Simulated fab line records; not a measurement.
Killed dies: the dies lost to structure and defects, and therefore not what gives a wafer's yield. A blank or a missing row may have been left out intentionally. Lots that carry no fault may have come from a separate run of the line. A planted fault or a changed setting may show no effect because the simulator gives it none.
fab line records | flow gf180mcu
record: lots: 5 wafers: 15 last-day: 34
route steps=602 shown V2@397 M3@409
lots untouched by any fault: they come from a run of this same line in which no faults occurred
start-h: hours from the record's opening day to when the first of the lot's shown wafers began | wait-h: how many hours have passed since the lot's step before this one | " unchanged from the row above | L1.1+2: one row covering several wafers at once | - no value present, or no start provided | * or withheld: withheld | < > ~ a bound
route shown NAME@n: NAME is a module with steps in the file, n the number in the route of the first one | usual: mean/standard deviation taken from wafers without a fault | same: alike in all rows | chamber/n: place in a boat | sites: each site's reading | _std_site: how widely they spread, as a standard deviation | _edge_site: inner sites' mean taken away from outer sites' mean | radius-mm: for every site, how far away it sits from the centre of the wafer | mask NAME#n: copy n | behind: tool/chamber where the wafer was last shaped | hold: why the lot was held/for how many hours/how that ended | device: the n, p or np transistor that did not switch | end of line: the tests these same wafers got at the end of their route | step lacking rows: just its recipe | killed: not the wafer's yield, but the dies lost to structure and defects at the first sort | map: per-die view of a wafer (x killed, . not killed, _ where there is no die)
set.NAME: the setting that was run; set.NAME@STEP: the one run at that earlier step | model.NAME: the simulator's own value behind a step, which no gauge read
lots seen at some steps along the route; tables by step, rows by wafer
services: from which hour (start-h, from the record's first day; less than 0 if before it) a tool's chamber was out of use, for how many hours, and why
== steps ==
step: GF_V2_OVL_MEAS_15
usual: V2_OVL: 0/5.8
columns lot.wafer tool chamber start-h wait-h V2_OVL[nm]
L449.2 overlay-02 - 528.83 0.1 -2
L449.4 " - " " 3
L449.6 " - " " -1
L451.2 overlay-01 - 541.58 0.1 8
L451.4 " - " " 3
L451.6 " - " " 0
L455.1 overlay-01 - 576.17 0.1 1
L455.2 " - " " -5
L455.4 " - " " 5
L456.1 overlay-01 - 580.61 0.1 -6
L456.3 " - " " -2
L456.6 " - " " -4
L463.2 overlay-02 - 635.68 0.1 7
L463.3 " - " " -9
L463.5 " - " " -5
step: GF_V2_ETCH_16
recipe: chemistry: N2/H2 target-depth-a: withheld overetch-a: withheld time-s: withheld target: BARC ion-energy-ev: 200 source-w: 500 bias-w: 100 pressure-mtorr: 30 n2-flow-sccm: 100 h2-flow-sccm: 200
step: GF_V2_ETCH_17
recipe: chemistry: C4F8/O2/Ar mask-material: KrF target: SiO2 stop-on: TiN source-w: 1500 bias-w: 1200 pressure-mtorr: 40 c4f8-flow-sccm: withheld O2_flow_sccm: 6 Ar_flow_sccm: 300 time-s: withheld target-depth-a: 6300
usual: oes-product-au: 0.855/0.0047 rf-fwd-power-W: 1493/4.7
columns lot.wafer tool chamber start-h wait-h oes-product-au rf-fwd-power-W
L449.2 rie-diel-01 0 - - 0.856 1495
L449.4 " 2 " " 0.855 1498
L449.6 " 2 " " 0.856 1497
L451.2 rie-diel-04 3 - - 0.853 1484
L451.4 " 2 " " 0.854 1494
L451.6 " 1 " " 0.859 1496
L455.1 rie-diel-02 3 - - 0.859 1494
L455.2 " 2 " " 0.864 1494
L455.4 " 0 " " 0.848 1489
L456.1 rie-diel-01 1 - - 0.854 1503
L456.3 " 0 " " 0.861 1494
L456.6 " 3 " " 0.852 1498
L463.2 rie-diel-02 1 - - 0.850 1491
L463.3 " 2 " " 0.863 1495
L463.5 " 0 " " 0.858 1494
step: GF_V2_STRIP_18
recipe: chemistry: O2/N2 power-w: 1400 pressure-mtorr: 1500 platen-temp-c: 250 o2-flow-sccm: 3000 n2-flow-sccm: 300 overash-fraction: 0.5
usual: drypump-motor-current-A: 5.8/0.58 heater-power-w: 317/52 n2-flow-sccm: 299.8/0.89 oes-product-au: 0.592/0.005 platen-temp-c: 250.00/0.16
columns lot.wafer tool chamber start-h wait-h drypump-motor-current-A heater-power-w n2-flow-sccm oes-product-au platen-temp-c rf-hours-counter-h
L449.2 plasma-asher-01 1 528.99 - 4.7 276 301.0 0.593 249.91 94
L449.4 " 1 " " 4.7 275 300.4 0.597 250.00 -
L449.6 " 0 " " 5.6 417 298.4 0.601 250.02 -
L451.2 plasma-asher-02 1 541.73 - 5.6 298 299.1 0.591 250.00 73
L451.4 " 1 " " 5.6 302 299.2 0.589 250.26 -
L451.6 " 1 " " 5.6 297 298.7 0.598 249.93 -
L455.1 plasma-asher-04 1 576.33 - 6.4 333 299.8 0.596 250.06 14
L455.2 " 0 " " 5.9 275 301.4 0.596 250.07 14
L455.4 " 1 " " 6.5 321 299.6 0.594 249.79 -
L456.1 plasma-asher-01 1 580.78 - 4.7 280 300.7 0.590 250.07 99
L456.3 " 0 " " 5.7 421 299.2 0.592 249.74 -
L456.6 " 1 " " 4.7 278 300.4 0.593 250.05 -
L463.2 plasma-asher-04 0 635.83 - 5.9 275 301.9 0.589 250.03 19
L463.3 " 0 " " 5.9 273 301.6 0.586 249.84 -
L463.5 " 0 " " 5.9 277 301.2 0.595 249.97 -
step: GF_V2_STRIP_19
recipe: chemistry: post-etch-residue-remover time-s: 1200 temp-c: 72.5
step: GF_V2_CLEAN_20
recipe: chemistry: DIW dry: n2-spin
step: GF_V2_SPUTTER_21
recipe: material: Ti target-thk-nm: 15 chamber-pressure-pa: 5 power-w: 2500 substrate-temp-c: 200 time-s: 80.02
step: GF_V2_SPUTTER_22
recipe: material: TiN target-thk-nm: 10 chamber-pressure-pa: 5 power-w: 4000 time-s: 40.64
usual: chamber-pressure-pa: 4.999/0.01 throttle-valve-pct: 30.5/1.1
columns lot.wafer tool chamber start-h wait-h chamber-pressure-pa throttle-valve-pct
L449.2 pvd-sputter-02 - 529.69 0.0 5.000 31.1
L449.4 " - " " 4.986 29.2
L449.6 " - " " 4.998 31.2
L451.2 pvd-sputter-02 - 542.36 0.0 5.006 29.4
L451.4 " - " " 5.002 31.3
L451.6 " - " " 5.002 29.8
L455.1 pvd-sputter-01 - 576.93 0.0 4.986 29.9
L455.2 " - " " 5.006 30.1
L455.4 " - " " 5.001 31.4
L456.1 pvd-sputter-01 - 581.39 0.0 4.988 29.6
L456.3 " - " " 5.014 32.8
L456.6 " - " " 5.007 29.4
L463.2 pvd-sputter-04 - 636.46 0.0 4.992 29.0
L463.3 " - " " 5.003 29.3
L463.5 " - " " 4.997 28.8
step: GF_V2_CVD_23
recipe: material: W target-thk-nm: 350 time-s: 104.94 temp-c: 400 pressure-torr: 40
step: GF_V2_RS_MEAS_24
recipe: thk-meas-gauge: four-point-probe reads: W_of_V2_CVD_23+TiN_of_V2_SPUTTER_22+Ti_of_V2_SPUTTER_21
usual: V2_W_RS: 0.327/0.0055
columns lot.wafer tool chamber start-h wait-h V2_W_RS[ohm/sq]
L449.2 film-metro-01 - 529.86 0.1 0.332
L449.4 " - " " 0.333
L449.6 " - " " 0.332
L451.2 film-metro-01 - 542.53 0.1 0.316
L451.4 " - " " 0.316
L451.6 " - " " 0.332
L455.1 film-metro-03 - 577.08 0.1 0.328
L455.2 " - " " 0.320
L455.4 " - " " 0.319
L456.1 film-metro-04 - 581.54 0.1 0.331
L456.3 " - " " 0.329
L456.6 " - " " 0.328
L463.2 film-metro-04 - 636.63 0.1 0.328
L463.3 " - " " 0.325
L463.5 " - " " 0.332
step: GF_V2_THK_MEAS_25
recipe: thk-meas-gauge: xrf reads: W_of_V2_CVD_23
usual: V2_W_THK: 346/6.4
columns lot.wafer tool chamber start-h wait-h V2_W_THK[nm]
L449.2 film-metro-01 - 529.97 0.1 336
L449.4 " - " " 339
L449.6 " - " " 340
L451.2 film-metro-01 - 542.64 0.1 355
L451.4 " - " " 355
L451.6 " - " " 339
L455.1 film-metro-03 - 577.20 0.1 338
L455.2 " - " " 347
L455.4 " - " " 350
L456.1 film-metro-04 - 581.66 0.1 345
L456.3 " - " " 348
L456.6 " - " " 348
L463.2 film-metro-04 - 636.74 0.1 349
L463.3 " - " " 351
L463.5 " - " " 345
step: GF_V2_CMP_26
recipe: stop-on: SiO2 down-force-psi: 3.5 platen-rpm: 60 t-overpolish-s: 15 target-thk-nm: 0 pad-velocity-m-s: 0.94248
usual: motor-current-A: 11.5/0.71 overpolish-run-s: 14.999/0.0092 platen-rpm: 60.00/0.041 time-to-endpoint-s: 82/4.6
columns lot.wafer tool chamber start-h wait-h motor-current-A overpolish-run-s platen-rpm time-to-endpoint-s
L449.2 cmp-01 3 530.02 0.0 11.1 15.017 59.94 78
L449.4 " 2 " " 12.1 15.018 59.89 80
L449.6 " 3 " " 12.0 15.004 60.00 81
L451.2 cmp-01 2 542.69 0.0 11.9 14.995 59.99 90
L451.4 " 0 " " 11.7 14.998 60.05 85
L451.6 " 2 " " 12.3 14.998 59.94 88
L455.4 cmp-02 1 577.45 0.2 10.7 14.984 60.00 78
L455.2 " 2 " " 11.0 15.008 60.03 84
L455.1 " 3 " " 11.7 15.001 60.03 77
L456.3 cmp-01 3 581.77 0.1 11.1 14.995 60.02 82
L456.1 " 1 " " 12.2 15.008 59.99 85
L456.6 " 2 " " 12.6 15.008 60.07 89
L463.2 cmp-02 3 636.84 0.1 11.2 14.985 60.01 86
L463.3 " 0 " " 10.3 15.002 59.98 85
L463.5 " 2 " " 11.8 15.003 60.09 88
step: GF_M3_SPUTTER_00
recipe: material: Ti target-thk-nm: 37.5 arriving-ion-energy-ev: 80 substrate-temp-c: 200 chamber-pressure-pa: 2 power-w: 4000 time-s: 150
usual: chamber-pressure-pa: 2.000/0.0041 throttle-valve-pct: 30.0/0.97
columns lot.wafer tool chamber start-h wait-h chamber-pressure-pa throttle-valve-pct model.Ti_of_M3_SPUTTER_00.thk-nm
L449.2 pvd-sputter-04 - 530.32 0.2 1.993 28.8 37.45
L449.4 " - " " 2.001 31.6 38.22
L449.6 " - " " 2.004 31.8 38.07
L451.2 pvd-sputter-04 - 542.99 0.2 1.999 29.4 36.9
L451.4 " - " " 1.999 30.2 36.71
L451.6 " - " " 1.998 30.5 37.15
L455.1 pvd-sputter-02 - 577.70 0.1 2.004 31.1 37.02
L455.2 " - " " 1.996 29.1 37.13
L455.4 " - " " 2.010 31.0 37.54
L456.1 pvd-sputter-04 - 582.02 0.1 2.000 29.3 37.36
L456.3 " - " " 1.994 31.6 38.43
L456.6 " - " " 1.716 31.3 40.73
L463.2 pvd-sputter-03 - 637.09 0.2 1.995 28.5 38.49
L463.3 " - " " 2.003 29.4 37.96
L463.5 " - " " 2.001 29.6 37.81
step: GF_M3_SPUTTER_01
recipe: material: TiN target-thk-nm: 30 power-w: 6500 time-s: 25 chamber-pressure-pa: 0.4
usual: chamber-pressure-pa: 0.4000/0.00081 throttle-valve-pct: 30.0/0.96
columns lot.wafer tool chamber start-h wait-h chamber-pressure-pa throttle-valve-pct
L449.2 pvd-sputter-04 - 530.42 0.1 0.4002 28.9
L449.4 " - " " 0.4008 31.6
L449.6 " - " " 0.3998 32.0
L451.2 pvd-sputter-04 - 543.09 0.1 0.3999 29.5
L451.4 " - " " 0.4008 30.4
L451.6 " - " " 0.4009 30.1
L455.1 pvd-sputter-02 - 577.80 0.1 0.3998 31.1
L455.2 " - " " 0.4002 29.5
L455.4 " - " " 0.4011 31.4
L456.1 pvd-sputter-04 - 582.12 0.1 0.3997 29.5
L456.3 " - " " 0.4009 31.5
L456.6 " - " " 0.3991 28.7
L463.2 pvd-sputter-03 - 637.19 0.1 0.4011 28.4
L463.3 " - " " 0.3992 29.1
L463.5 " - " " 0.3995 29.5
== services ==
columns tool chamber start-h hours kind
cmp-02 - 512.61 2.0 repair
cmp-01 - 521.30 5.9 repair
cmp-02 - 535.28 6.3 pm
rie-diel-04 0 556.69 6.3 repair
cmp-01 - 558.50 0.6 repair
cmp-01 - 559.62 1.8 repair
plasma-asher-01 - 568.87 1.7 repair
plasma-asher-04 - 569.92 2.8 pm
cmp-01 - 572.00 4.0 pm
pvd-sputter-02 - 574.78 0.8 repair
cmp-01 - 575.42 3.2 repair
pvd-sputter-02 1 580.44 - consumable-replace:kit
pvd-sputter-02 1 580.44 18.0 scheduled-down
pvd-sputter-02 1 580.44 18.0 vent-cycle
rie-diel-04 1 585.87 25.0 repair
cmp-01 - 587.67 0.2 repair
pvd-sputter-02 - 598.67 3.8 repair
cmp-02 - 599.29 1.6 repair
plasma-asher-04 - 600.24 10.6 repair
rie-diel-04 2 618.64 11.4 repair
plasma-asher-04 - 624.28 3.9 repair
pvd-sputter-01 - 626.82 10.7 repair
pvd-sputter-01 - 630.27 8.2 repair
cmp-01 - 632.35 1.9 repair
== key ==
first-sign: step: GF_M3_SPUTTER_00 reading: chamber-pressure-pa direction: down sigmas: 70 usual: 2.000 struck: 1.716
effect none on later readings
model-effect: step: GF_M3_SPUTTER_00 value: Ti_of_M3_SPUTTER_00.thk-nm without: 37.52 struck: 40.73
met-at GF_M3_SPUTTER_00
struck-wafers L456.6
onset-between 530.32 582.02
fault: kind: process-parameter-drift tool: pvd-sputter-04 chamber: - onset-h: 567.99 steps: GF_M3_SPUTTER_00 channel: chamber-pressure-pa offset: -0.28282 shape: step end-h: 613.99 acts-in: these-recipes-only stated: 2 scope: struck-wafers-only
